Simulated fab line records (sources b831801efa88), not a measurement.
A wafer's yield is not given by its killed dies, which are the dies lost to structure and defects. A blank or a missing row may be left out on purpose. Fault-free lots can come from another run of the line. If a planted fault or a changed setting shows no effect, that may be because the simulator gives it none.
Which tool did it? -- flow sky130 -- Sampling: 14 lots, 42 wafers, 5 of 708 route steps

WHAT EACH GAUGE READ, for each wafer
SKY_RES_XHIGH_TW_MEAS_09.
lot,measured,on,RES_XHIGH_TW
L853,day 26 22:44,film metro-03,1626 1645 1626
L852,day 26 23:20,film metro-02,1645 1640 1643
L854,day 27 12:12,film metro-01,1646 1645 1650
L855,day 27 17:47,film metro-01,1651 1653 1648
L856,day 29 02:04,film metro-02,1654 1641 1640
L858,day 29 06:07,film metro-01,1639 1650 1638
L860,day 29 12:29,film metro-02,1641 1647 1636
L861,day 29 22:59,film metro-03,1634 1628 1633
L862,day 30 07:22,film metro-03,1636 1629 1631
L863,day 30 12:35,film metro-02,1656 1637 1636
L864,day 30 22:34,film metro-03,1630 1629 1632
L866,day 31 13:40,film metro-02,1634 1639 1631
L872,day 33 13:29,film metro-03,30 30 30
L871,day 33 14:08,film metro-01,30 30 31

SKY_CONTACT_OVL_MEAS_15.
lot,measured,on,CONTACT_OVL (nm)
L853,day 31 19:04,overlay-01,1 -3 -4
L852,day 31 20:35,overlay-02,-9 -8 -11
L854,day 32 09:29,overlay-01,-9 -4 -9
L855,day 32 15:16,overlay-01,-1 5 -2
L856,day 33 20:47,overlay-02,0 3 4
L858,day 34 01:35,overlay-01,-2 -6 -2
L860,day 34 06:05,overlay-02,-8 -8 -4
L861,day 34 15:38,overlay-02,-9 -6 -7
L862,day 34 23:44,overlay-01,-8 5 -2
L863,day 35 07:10,overlay-01,-15 -14 -13
L864,day 35 16:13,overlay-01,-4 -4 -3
L866,day 36 06:23,overlay-02,-10 -9 -13
L872,day 38 01:55,overlay-02,-5 -7 -1
L871,day 38 03:13,overlay-02,-2 -1 2

SKY_VIA1_CD_MEAS_12 targets a cd of 150 nm.
lot,measured,on,cd nm (nm)
L853,day 34 03:34,cd sem-02,153.9 152.5 154.1
L852,day 34 05:38,cd sem-02,146.3 148.2 146.0
L854,day 34 17:57,cd sem-02,150.5 149.4 150.7
L855,day 34 23:30,cd sem-02,147.7 150.2 149.2
L856,day 36 05:13,cd sem-01,151.9 151.4 152.3
L858,day 36 09:03,cd sem-02,150.9 151.3 151.7
L860,day 36 14:15,cd sem-01,149.0 150.1 148.7
L861,day 36 23:13,cd sem-02,152.9 152.5 151.8
L862,day 37 07:02,cd sem-01,152.2 154.0 152.3
L863,day 37 13:42,cd sem-02,149.8 148.7 148.3
L864,day 37 21:27,cd sem-01,150.2 150.6 151.4
L866,day 38 13:29,cd sem-02,151.6 151.2 151.6
L872,day 40 07:05,cd sem-02,149.0 150.2 149.7
L871,day 40 08:00,cd sem-02,153.9 152.2 153.6

WHAT TOOL EACH LOT RAN ON (gives the tool, then ch and the chambers of the sampled wafers, and finally the start)
lot,SKY_RES_XHIGH_DEVELOP_06,SKY_CONTACT_STRIP_19
L853,"litho track-02 ch 0, day 26 22:22","plasma asher-02 ch 0,1, day 31 19:13"
L852,"litho track-02 ch 0, day 26 22:56","plasma asher-03 ch 0,1, day 31 20:46"
L854,"litho track-03 ch 0, day 27 11:48","plasma asher-01 ch 0,1, day 32 09:40"
L855,"litho track-02 ch 0, day 27 17:23","plasma asher-02 ch 1, day 32 15:25"
L856,"litho track-03 ch 0, day 29 01:41","plasma asher-02 ch 0,1, day 33 20:56"
L858,"litho track-01 ch 0, day 29 05:43","plasma asher-03 ch 1, day 34 01:46"
L860,"litho track-01 ch 0, day 29 12:06","plasma asher-03 ch 0,1, day 34 06:14"
L861,"litho track-02 ch 0, day 29 22:37","plasma asher-03 ch 0,1, day 34 15:47"
L862,"litho track-01 ch 0, day 30 06:58","plasma asher-02 ch 0,1, day 34 23:55"
L863,"litho track-02 ch 0, day 30 12:11","plasma asher-03 ch 0,1, day 35 07:25"
L864,"litho track-01 ch 0, day 30 22:10","plasma asher-03 ch 0,1, day 35 16:23"
L866,"litho track-03 ch 0, day 31 13:17","plasma asher-02 ch 0,1, day 36 06:32"
L872,"litho track-02 ch 0, day 33 13:05","plasma asher-03 ch 0,1, day 38 02:04"
L871,"litho track-02 ch 0, day 33 13:44","plasma asher-03 ch 0,1, day 38 03:23"
- SKY_RES_XHIGH_DEVELOP_06: develop time 60 s.
- SKY_CONTACT_STRIP_19: strips in O2/N2.

AS READ BY THE TOOLS THEMSELVES (means over the sampled wafers that have a number; for cases with no such wafer, the mark the record gives instead)
SKY_CONTACT_STRIP_19.
lot,tool,drypump motor current A (A),oes product au (a.u.),strip time to endpoint s (s)
L853,plasma asher-02,5.4,0.385,3.609
L852,plasma asher-03,5.2,0.383,3.647
L854,plasma asher-01,6.2,0.378,3.615
L855,plasma asher-02,5.4,0.381,3.598
L856,plasma asher-02,5.4,0.381,3.644
L858,plasma asher-03,5.9,0.377,3.606
L860,plasma asher-03,5.6,0.381,3.595
L861,plasma asher-03,5.2,0.382,3.615
L862,plasma asher-02,5.5,0.380,3.581
L863,plasma asher-03,5.2,0.381,3.605
L864,plasma asher-03,5.6,0.379,3.607
L866,plasma asher-02,5.4,0.377,3.618
L872,plasma asher-03,5.6,0.381,3.610
L871,plasma asher-03,5.6,0.380,3.607

THE ANSWER, worked out from the rows above alone
Rule: the lots themselves supply what counts as usual. The widest of any qualifying gaps counts: lots, ordered by their means at a reading, are off when they make up no more than a third of the lots, leave a main group of 4 or more, and stand apart from it by 3 or more times the standard deviation of that group's means. A main group is skipped when, at the precision printed for the reading in the tables above, its means are all equal. Also off: a lot with no number at a reading for which 4 or more lots have one. The other lots that the step has rows for count as sound. The gauges are gone through in route order, then the tools' own readings, and for those a lot's mean is taken as printed above. The first step at which some lot is off is used, and at that step the reading that is off furthest; a lot without a number counts as furthest.
Off: L872, L871, seen at SKY_RES_XHIGH_TW_MEAS_09 (RES_XHIGH_TW). Mean 1639 and standard deviation 6.6 in the main group.
A tool fits if, at a process step before that reading, it ran every lot that is off, and no sound lot after the first of them. The gauges at SKY_RES_XHIGH_TW_MEAS_09 are tried like those tools. One fits: litho track-02 at SKY_RES_XHIGH_DEVELOP_06. A fault onset in the window from L863 (day 30 12:11, its last sound lot) to L872 (day 33 13:05, its first lot off) fits.

WHAT THE SIMULATOR PUT IN
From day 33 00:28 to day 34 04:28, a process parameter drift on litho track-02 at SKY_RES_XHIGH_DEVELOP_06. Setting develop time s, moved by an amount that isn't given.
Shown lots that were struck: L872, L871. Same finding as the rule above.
